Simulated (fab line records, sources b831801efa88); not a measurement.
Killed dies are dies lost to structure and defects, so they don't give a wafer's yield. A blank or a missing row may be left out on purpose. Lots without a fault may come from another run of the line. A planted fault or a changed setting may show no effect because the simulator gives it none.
A struck lot beside a sound one | flow sky130 | 43 steps out of a route of 708
Sound: wafers L357.2, L357.3, L357.4. Struck: wafers L360.1, L360.6. (L360.2 of the same lot was not struck and is left out.) The cause comes at the end.
At each step with rows: each side's tool, then ch and its chambers, then its first start. Under that, the readings that differ: sound wafers | struck wafers | difference of the means | sigmas: that difference in standard deviations of wafers without a fault.
alike: readings whose means differ by less than 2 such deviations, and words and numbers that are the same on both sides. not compared: withheld readings, readings that some wafer has no value for, bounds like >300 that may hide the same value, and numbers for which the record gives no deviation and whose values overlap.
The two part at a step that has a row with sigmas, a row that says differs or no value, or rows on one side only. Numbers that don't overlap but have no deviation are shown without sigmas and don't part them. A reading that every wafer of one side lacks parts them only if that side has two wafers or more.

first, 1 step without rows for these wafers: SKY_METAL5_SPUTTER_04 (material TiN, target thk 70 nm, time 58.3 s).
SKY_METAL5_RS_MEAS_05: measures by four-point-probe.
  sound on film_metro-02, day 45 09:37; struck on film_metro-04, day 45 18:57
  alike: METAL5_ALCU_RS
SKY_METAL5_THK_MEAS_06: measures by xrf.
  sound on film_metro-02, day 45 09:43; struck on film_metro-04, day 45 19:04
  alike: METAL5_ALCU_THK
then, 7 steps without rows for these wafers: SKY_METAL5_DEHYDRATE_07 (time 60 s); SKY_METAL5_HMDS_08 (prime time 60 s); SKY_METAL5_COAT_09 (resist thk 1800 nm); SKY_METAL5_SOFTBAKE_10 (time 60 s); SKY_METAL5_EXPOSE_11 (exposes mask MM5, target cd 1600 nm); SKY_METAL5_PEB_12; SKY_METAL5_DEVELOP_13 (develop time 60 s).
SKY_METAL5_DESCUM_14: chemistry O2, time 11 s.
  sound on rie_metal-02 ch 0,1, day 46 06:05; struck on rie_metal-02 ch 0,1, day 46 15:35
  alike: drypump_motor_current_A, oes_product_au
  not compared: rf_hours_counter_h
then, 1 step without rows for these wafers: SKY_METAL5_METAL_ETCH_15 (etches the open film in Cl2/BCl3, stops on SiO2, target depth 1260 nm, time 252 s).
SKY_METAL5_STRIP_16: strips in O2/N2.
  sound on plasma_asher-01 ch 0,1, day 46 06:21; struck on plasma_asher-01 ch 1, day 46 15:51
  alike: drypump_motor_current_A, oes_product_au, strip_time_to_endpoint_s
  not compared: rf_hours_counter_h
then, 3 steps without rows for these wafers: SKY_METAL5_STRIP_17 (strips in post etch residue remover, time 1200 s); SKY_METAL5_CLEAN_18 (cleans in IPA, time 180 s); SKY_METAL5_CLEAN_19 (cleans in O3/DIW).
SKY_PASSIVATION_CVD_00: deposits SiO2, target thk 90 nm.
  sound on pecvd-03 ch 0,1, day 46 06:58; struck on pecvd-02 ch 2, day 46 16:29
  alike: heater_power_w
SKY_PASSIVATION_THK_MEAS_01:
  sound on film_metro-01, day 46 06:59; struck on film_metro-03, day 46 16:30
  alike: PASSIVATION_CVD_00_THK
SKY_PASSIVATION_CVD_02: deposits Si3N4, target thk 540 nm.
  sound on pecvd-04 ch 0,2, day 46 07:02; struck on pecvd-03 ch 0, day 46 16:34
  alike: heater_power_w
SKY_PASSIVATION_THK_MEAS_03:
  sound on film_metro-03, day 46 07:16; struck on film_metro-03, day 46 16:47
  alike: PASSIVATION_CVD_02_THK
then, 16 steps without rows for these wafers: SKY_PASSIVATION_DEHYDRATE_04 (time 60 s); SKY_PASSIVATION_HMDS_05 (prime time 60 s); SKY_PASSIVATION_COAT_06 (resist thk 3000 nm); SKY_PASSIVATION_SOFTBAKE_07; SKY_PASSIVATION_EXPOSE_08 (exposes mask NSM, target cd 3000 nm); SKY_PASSIVATION_PEB_09; SKY_PASSIVATION_DEVELOP_10 (develop time 60 s); SKY_PASSIVATION_ETCH_11 (etches the open film in CF4/O2, stops on AlCu, target depth 725 nm, time 161.1 s); SKY_PASSIVATION_STRIP_12 (strips in O2/N2); SKY_PAD_OPEN_DEHYDRATE_00 (time 60 s); SKY_PAD_OPEN_HMDS_01 (prime time 60 s); SKY_PAD_OPEN_COAT_02 (resist thk 3000 nm); SKY_PAD_OPEN_SOFTBAKE_03; SKY_PAD_OPEN_EXPOSE_04 (exposes mask PDM, target cd 60000 nm); SKY_PAD_OPEN_PEB_05; SKY_PAD_OPEN_DEVELOP_06 (develop time 60 s).
SKY_PAD_OPEN_ETCH_07: etches the open film in CF4/O2, stops on AlCu, target depth 725 nm, time 161.1 s.
  sound on rie_diel-01 ch 0,2,3, day 47 23:20; struck on rie_diel-01 ch 1, day 48 09:05
  alike: drypump_motor_current_A, oes_product_au, throttle_valve_pct
  not compared: rf_hours_counter_h
SKY_PAD_OPEN_STRIP_08: strips in O2/N2.
  sound on plasma_asher-03 ch 0,1, day 47 23:26; struck on plasma_asher-04 ch 1, day 48 09:11
  alike: drypump_motor_current_A, oes_product_au
  not compared: rf_hours_counter_h
then, 4 steps without rows for these wafers: SKY_PAD_OPEN_STRIP_09 (strips in post etch residue remover, time 1200 s); SKY_PAD_OPEN_CLEAN_10 (cleans in IPA, time 180 s); SKY_PAD_OPEN_CLEAN_11 (cleans in O3/DIW); SKY_PAD_OPEN_ANNEAL_12.
SKY_PAD_OPEN_PROBE_99:
  sound on prober-01, day 48 02:08; struck on prober-01, day 48 11:25
  reading                               | sound              | struck      | difference | sigmas
  defect_limited_yield (%)              | 86.2 83.3 82.3     | 73.2 75.4   | -9.6       | -5
  killed_at_M4_up                       | 3 0 2              | 46 39       | +41        | +24
  killed_dies                           | 68 82 87           | 132 121     | +48        | +5
  sort_bin_3_pad_short (%)              | 0.4 1.0 1.6        | 3.0 2.6     | +1.8       | +4
  sort_bin_5_function (%)               | 8.5 10.8 10.2      | 17.5 16.5   | +7.2       | +4
  sort_n_pass                           | 424 410 405        | 360 371     | -48        | -5
  sort_yield_pct (%)                    | 86.2 83.3 82.3     | 73.2 75.4   | -9.6       | -5
  model.etest.tester.sort_n_pass        | 424 410 405        | 360 371     | -48        |
  model.etest.tester.sort_yield_pct (%) | 86.18 83.33 82.32  | 73.17 75.41 | -9.65      |
  model.etest.tester.sort_bin_5_pct (%) | 8.537 10.77 10.16  | 17.48 16.46 | +7.15      |
  model.etest.tester.sort_bin_3_pct (%) | 0.4065 1.016 1.626 | 3.049 2.642 | +1.829     |
  alike: killed_at_M0_to_M3, killed_at_contacts, killed_at_front_end, killed_at_other, killed_open, killed_short, sort_bin_6_memory

WHERE THEY PART
Only at SKY_PAD_OPEN_PROBE_99, within this record.

WHY: what the simulator had put in
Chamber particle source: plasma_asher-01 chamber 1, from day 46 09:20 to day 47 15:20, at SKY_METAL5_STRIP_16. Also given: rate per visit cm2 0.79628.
